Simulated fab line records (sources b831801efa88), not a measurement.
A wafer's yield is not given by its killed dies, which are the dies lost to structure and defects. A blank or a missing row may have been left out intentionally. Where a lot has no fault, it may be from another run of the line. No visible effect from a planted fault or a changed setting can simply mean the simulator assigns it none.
The tool behind it: which one? + flow sky130 + 12 lots, 36 wafers sampled, at 3 steps of a route of 708

== WHAT THE GAUGES READ, wafer by wafer ==
SKY_METAL2_THK_MEAS_06: measures by xrf.
| lot  | measured     | on            | METAL2_ALCU_THK (nm) |
|------|--------------|---------------|----------------------|
| L076 | day 34 18:08 | film_metro-04 | 249 251 250          |
| L077 | day 35 00:56 | film_metro-04 | 247 251 249          |
| L079 | day 35 17:01 | film_metro-04 | 250 251 248          |
| L081 | day 36 10:57 | film_metro-03 | 250 249 249          |
| L083 | day 37 05:17 | film_metro-04 | 257 254 251          |
| L085 | day 37 23:11 | film_metro-04 | 252 249 253          |
| L087 | day 38 07:49 | film_metro-01 | 249 249 248          |
| L089 | day 38 19:25 | film_metro-01 | 253 252 251          |
| L092 | day 39 13:13 | film_metro-01 | 249 247 248          |
| L093 | day 40 08:16 | film_metro-01 | 252 249 249          |
| L094 | day 40 19:07 | film_metro-04 | 256 256 256          |
| L097 | day 41 04:49 | film_metro-01 | 252 246 251          |

== TOOL THAT RAN EACH LOT (tool first, then ch and the chambers of the sampled wafers, then the start) ==
| lot  | SKY_CONTACT_SPUTTER_23       | SKY_VIA1_CVD_21               |
|------|------------------------------|-------------------------------|
| L076 | pvd_sputter-04, day 32 09:37 | cvd_w-01 ch 0,1, day 34 17:18 |
| L077 | pvd_sputter-04, day 32 16:11 | cvd_w-02 ch 0,1, day 35 00:05 |
| L079 | pvd_sputter-04, day 33 08:44 | cvd_w-01 ch 0,1, day 35 16:11 |
| L081 | pvd_sputter-03, day 34 02:21 | cvd_w-02 ch 0,1, day 36 10:06 |
| L083 | pvd_sputter-03, day 34 20:34 | cvd_w-01 ch 1, day 37 04:26   |
| L085 | pvd_sputter-04, day 35 15:10 | cvd_w-02 ch 0,1, day 37 22:21 |
| L087 | pvd_sputter-02, day 36 00:41 | cvd_w-02 ch 0,1, day 38 06:58 |
| L089 | pvd_sputter-02, day 36 11:32 | cvd_w-01 ch 0,1, day 38 18:35 |
| L092 | pvd_sputter-03, day 37 06:44 | cvd_w-02 ch 0,1, day 39 12:23 |
| L093 | pvd_sputter-04, day 38 03:07 | cvd_w-01 ch 1, day 40 07:26   |
| L094 | pvd_sputter-03, day 38 13:49 | cvd_w-02 ch 1, day 40 18:16   |
| L097 | pvd_sputter-02, day 38 23:37 | cvd_w-02 ch 0,1, day 41 03:59 |
- SKY_CONTACT_SPUTTER_23: material TiN, target thk 20 nm, time 80 s.
- SKY_VIA1_CVD_21: deposits W, target thk 270 nm, time 80.902 s.

== THE ANSWER, worked out from the rows above alone ==
Rule: the usual values come from the lots themselves. Put in order of their means at a reading, lots are off if they are a third of the lots or fewer, leave a main group of 4 or more, and stand apart from it by a gap of 3 or more times the standard deviation of the main group's means; of several such gaps the widest counts. The tables above print the reading to a certain number of digits; a main group whose means all agree to those digits is not used. Also off: a lot with no number at a reading for which 4 or more lots have one. The other lots that the step has rows for count as sound.
Nothing can be told from this: no lot is off at any reading shown.

== WHAT THE SIMULATOR PUT IN ==
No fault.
